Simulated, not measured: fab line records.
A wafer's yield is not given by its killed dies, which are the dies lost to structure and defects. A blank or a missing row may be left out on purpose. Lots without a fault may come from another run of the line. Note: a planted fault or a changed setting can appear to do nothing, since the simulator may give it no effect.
fab line records | flow sky130
record: lots: 12 wafers: 35 lastDay: 50
route steps=708 shown VIA3@581 PAD_OPEN@708
lots that met no fault: from a run of the same line without faults
startH: hours from the record's first day to the start of the lot's first wafer shown | waitH: time in hours since the lot's previous step | " as in the row above | L1.1+2: a row that stands for several wafers | - either no value or no given start | * or withheld: withheld | < > ~ a bound
route shown NAME@n: a module of which the file shows steps, and the number in the route of the first | usual: the fault-free wafers' mean and standard deviation | same: alike in all rows | chamber/n: place in a boat | sites: readings site by site | _std_site: how widely they spread, as a standard deviation | _edge_site: outer sites' mean less inner sites' | radiusMm: for every site, how far away it sits from the centre of the wafer | mask NAME#n: copy n | behind: tool/chamber where the wafer was last shaped | hold: the reason the lot was held/the length of the hold in hours/how it ended | device: which transistor (n, p or np) failed to switch | end of line: tests run on the same wafers once the route is complete | a step without rows: its recipe alone | killed: count of dies lost to structure and defects at first sort (not the wafer's yield) | map: the dies of a wafer, with x for killed, . for not killed, _ for no die there
set.NAME: the setting the step ran with; set.NAME@STEP: the setting that earlier step ran with | model.NAME: the simulator's own value behind a step, which no gauge read
one table for each step of the route and one row for each wafer, over a sample of lots
services: a tool's chamber out of use, with start hour (startH, from the record's first day; less than 0 if before it), hours out, and reason
== steps ==
step: SKY_VIA3_SOFTBAKE_08
recipe: tempC: 100 timeS: 90 resist: KrF-thick
usual: heaterPowerTotalW: 57.36/0.12 runLengthS: 119.10/0.2
columns lot.wafer tool chamber startH waitH heaterPowerTotalW runLengthS
L823.1 lithoTrack-03 0 907 - 57.23 118.68
L823.5 " 0 " " 57.29 118.71
L823.6 " 0 908 - 57.17 118.85
L824.2 lithoTrack-02 0 912 - 57.51 119.14
L824.4 " 0 " " 57.47 119.20
L824.6 " 0 " " 57.19 119.31
L825.1 lithoTrack-02 0 921 - 57.49 119.45
L825.4 " 0 " " 57.47 119.12
L825.6 " 0 " " 57.48 119.20
L826.2 lithoTrack-01 0 934 - 57.38 119.25
L826.5 " 0 " " 57.42 119.11
L826.6 " 0 " " 57.58 119.37
L827.1 lithoTrack-02 0 941 - 57.12 119.38
L827.2 " 0 " " 57.39 119.32
L827.6 " 0 " " 57.34 119.28
L828.1 lithoTrack-03 0 946 - 57.43 118.76
L828.5 " 0 " " 57.54 119.14
L828.6 " 0 " " 57.26 118.79
L829.3 lithoTrack-01 0 957 - 57.32 119.13
L829.4 " 0 " " 57.51 119.35
L829.5 " 0 " " 57.16 119.10
L836.3 lithoTrack-01 0 1017 - 60.39 106.48
L836.5 " 0 " " 57.44 119.08
L841.2 lithoTrack-03 0 1045 - 57.25 118.76
L841.4 " 0 " " 57.41 119.00
L841.5 " 0 " " 57.37 118.69
L843.2 lithoTrack-03 0 1053 - 57.41 118.87
L843.3 " 0 " " 57.43 118.84
L843.5 " 0 " " 57.37 118.77
L844.1 lithoTrack-02 0 1058 - 57.28 119.32
L844.3 " 0 " " 57.16 119.38
L844.5 " 0 " " 57.31 119.08
L845.2 lithoTrack-03 0 1068 - 57.36 118.71
L845.3 " 0 " " 57.33 118.78
L845.5 " 0 " " 57.31 118.85
step: SKY_PAD_OPEN_PROBE_99
usual: defectLimitedYield: 82.2/1.9 killed_at_M0_to_M3: 45/7.3 killed_at_M4_up: 3.1/1.7 killedAtContacts: 25/5.1 killedAtFrontEnd: 15/4.5 killedAtOther: 0.3/0.56 killedDies: 88/9.4 killedOpen: 47/6.6 killedShort: 40/6.9 sort_bin_3_pad_short: 0.9/0.46 sort_bin_5_function: 10.5/1.5 sort_bin_6_memory: 6.4/1.1 sortNPass: 404/9.4 sortYieldPct: 82.2/1.9
same: grossDies: 492 killedAtBackSide: 0 sort_bin_4_leakage[%]: 0 sort_bin_8_speed[%]: 0
columns lot.wafer tool chamber startH waitH defectLimitedYield[%] killed_at_M0_to_M3 killed_at_M4_up killedAtContacts killedAtFrontEnd killedAtOther killedDies killedOpen killedShort sort_bin_3_pad_short[%] sort_bin_5_function[%] sort_bin_6_memory[%] sortNPass sortYieldPct[%]
L823.1 prober-02 - 1068.61 0.1 81.7 49 2 21 18 0 90 53 37 1.2 10.0 7.1 402 81.7
L823.5 prober-02 - 1068.81 0.2 76.8 58 4 33 18 1 114 58 56 0.8 12.0 10.4 378 76.8
L823.6 prober-02 - 1068.86 0.2 81.3 51 3 30 8 0 92 48 44 2.0 10.8 5.9 400 81.3
L825.1 prober-02 - 1080.25 0.1 80.7 52 5 28 9 1 95 50 44 1.2 12.6 5.5 397 80.7
L825.4 prober-02 - 1080.40 0.2 81.9 55 1 19 13 1 89 44 45 0.6 11.2 6.3 403 81.9
L825.6 prober-02 - 1080.50 0.2 85.2 39 1 22 11 0 73 43 28 1.4 8.7 4.7 419 85.2
L836.3 prober-01 - 1157.95 0.2 84.8 31 5 19 20 0 75 49 26 0.8 8.7 5.7 417 84.8
L836.5 prober-01 - 1158.05 0.2 82.3 51 1 20 15 0 87 52 35 1.2 10.2 6.3 405 82.3
L841.2 prober-01 - 1179.97 0.1 81.5 39 3 32 17 0 91 48 43 0.6 11.2 6.7 401 81.5
L841.4 prober-01 - 1180.07 0.2 83.7 32 4 30 13 1 80 46 34 0.4 8.1 7.7 412 83.7
L841.5 prober-01 - 1180.12 0.2 77.8 54 8 26 21 0 109 53 56 1.2 12.8 8.1 383 77.8
L843.2 prober-01 - 1187.15 0.1 84.3 39 3 25 9 1 77 40 37 0.4 8.5 6.7 415 84.3
L843.3 prober-01 - 1187.20 0.2 83.5 51 0 21 8 1 81 47 32 1.2 8.9 6.3 411 83.5
L843.5 prober-01 - 1187.30 0.2 80.5 55 3 25 12 1 96 51 44 1.4 10.6 7.5 396 80.5
L844.5 prober-02 - 1190.00 0.2 82.7 44 1 25 15 0 85 47 38 0 9.1 8.1 407 82.7
killed by level:class
L823.1 VIA1:geometricParticle:open=12 VIA2:geometricParticle:open=9 CONTACT:geometricParticle:open=8 METAL1:geometricParticle:short=6 VIA3:geometricParticle:open=6 POLY_GATE:geometricParticle:short=5 LI_CONTACT:geometricParticle:open=5 LOCAL_INTERCONNECT:geometricParticle:short=4
L823.5 VIA1:geometricParticle:open=13 CONTACT:geometricParticle:open=11 VIA3:geometricParticle:open=10 VIA2:geometricParticle:open=8 CONTACT:geometricParticle:short=6 POLY_GATE:geometricParticle:short=6 LI_CONTACT:geometricParticle:open=6 METAL1:geometricParticle:short=5
L823.6 CONTACT:geometricParticle:open=9 VIA3:geometricParticle:open=8 LI_CONTACT:geometricParticle:open=8 VIA1:geometricParticle:open=7 METAL3:geometricParticle:short=7 CONTACT:geometricParticle:short=6 METAL1:geometricParticle:short=6 VIA1:geometricParticle:short=6
L825.1 VIA1:geometricParticle:open=9 LI_CONTACT:geometricParticle:open=8 CONTACT:geometricParticle:open=8 METAL2:geometricParticle:short=8 VIA3:geometricParticle:open=6 VIA1:geometricParticle:short=5 VIA2:geometricParticle:open=5 LOCAL_INTERCONNECT:geometricParticle:open=4
L825.4 VIA1:geometricParticle:open=16 METAL2:geometricParticle:short=7 VIA1:geometricParticle:short=6 VIA3:geometricParticle:open=6 CONTACT:geometricParticle:open=6 FIELD_ISO:geometricParticle:short=5 LOCAL_INTERCONNECT:geometricParticle:short=5 VIA2:geometricParticle:open=5
L825.6 VIA1:geometricParticle:open=15 CONTACT:geometricParticle:open=8 LOCAL_INTERCONNECT:geometricParticle:short=5 LI_CONTACT:geometricParticle:open=4 METAL2:geometricParticle:short=4 VIA2:geometricParticle:open=4 LI_CONTACT:geometricParticle:short=3 VIA1:geometricParticle:short=3
L836.3 VIA1:geometricParticle:open=12 LI_CONTACT:geometricParticle:open=9 FIELD_ISO:geometricParticle:short=5 VIA2:geometricParticle:open=5 CONTACT:geometricParticle:open=5 POLY_GATE:geometricParticle:open=4 POLY_GATE:geometricParticle:short=4 VIA3:geometricParticle:open=4
L836.5 VIA1:geometricParticle:open=12 CONTACT:geometricParticle:open=9 VIA3:geometricParticle:open=9 VIA2:geometricParticle:open=8 METAL2:geometricParticle:short=7 VIA1:geometricParticle:short=6 FIELD_ISO:geometricParticle:short=5 FIELD_ISO:geometricParticle:open=4
L841.2 CONTACT:geometricParticle:open=12 VIA1:geometricParticle:open=9 CONTACT:geometricParticle:short=8 LI_CONTACT:geometricParticle:open=7 METAL1:geometricParticle:short=6 VIA1:geometricParticle:short=5 POLY_CUT:geometricParticle:short=4 VIA3:geometricParticle:open=4
L841.4 CONTACT:geometricParticle:open=10 LI_CONTACT:geometricParticle:open=9 VIA1:geometricParticle:open=8 VIA2:geometricParticle:open=6 POLY_GATE:geometricParticle:short=4 POLY_GATE:geometricParticle:open=4 LOCAL_INTERCONNECT:geometricParticle:short=4 VIA1:geometricParticle:short=4
L841.5 VIA1:geometricParticle:open=11 LI_CONTACT:geometricParticle:open=9 CONTACT:geometricParticle:short=8 METAL2:geometricParticle:short=7 CONTACT:geometricParticle:open=6 SPACER:geometricParticle:short=5 METAL4:geometricParticle:short=5 METAL1:geometricParticle:short=5
L843.2 VIA1:geometricParticle:open=11 CONTACT:geometricParticle:open=8 LI_CONTACT:geometricParticle:open=6 METAL1:geometricParticle:short=6 METAL2:geometricParticle:short=5 FIELD_ISO:geometricParticle:open=4 CONTACT:geometricParticle:short=4 VIA2:geometricParticle:open=4
L843.3 VIA1:geometricParticle:open=9 LI_CONTACT:geometricParticle:open=9 VIA2:geometricParticle:open=8 CONTACT:geometricParticle:open=6 METAL2:geometricParticle:short=6 VIA1:geometricParticle:short=5 VIA3:geometricParticle:open=5 METAL3:geometricParticle:short=5
L843.5 VIA3:geometricParticle:open=11 CONTACT:geometricParticle:open=10 VIA2:geometricParticle:open=10 VIA1:geometricParticle:short=7 METAL1:geometricParticle:short=7 LI_CONTACT:geometricParticle:open=6 VIA1:geometricParticle:open=6 METAL2:geometricParticle:short=6
L844.5 CONTACT:geometricParticle:open=10 VIA1:geometricParticle:open=8 CONTACT:geometricParticle:short=8 VIA3:geometricParticle:open=7 VIA2:geometricParticle:open=7 METAL1:geometricParticle:short=6 FIELD_ISO:geometricParticle:open=5 LI_CONTACT:geometricParticle:open=5
== services ==
columns tool chamber startH hours kind
lithoTrack-01 - 925.11 - consumableReplace:filter
lithoTrack-02 - 1003.61 - consumableReplace:filter
== key ==
firstSign: step: SKY_VIA3_SOFTBAKE_08 reading: runLengthS direction: down sigmas: 64 usual: * struck: *
effect: step: SKY_VIA3_SOFTBAKE_08 reading: heaterPowerTotalW direction: up sigmas: 24 usual: * struck: *
metAt SKY_VIA3_SOFTBAKE_08
struckLots L836
struckWafers L836.3
onsetBetween 957 1017
fault: kind: processParameterDrift tool: lithoTrack-01 chamber: - onsetH: 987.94 steps: SKY_VIA3_SOFTBAKE_08 channel: timeS offset: * shape: step endH: 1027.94 scope: struckWafersOnly actsIn: * stated: *
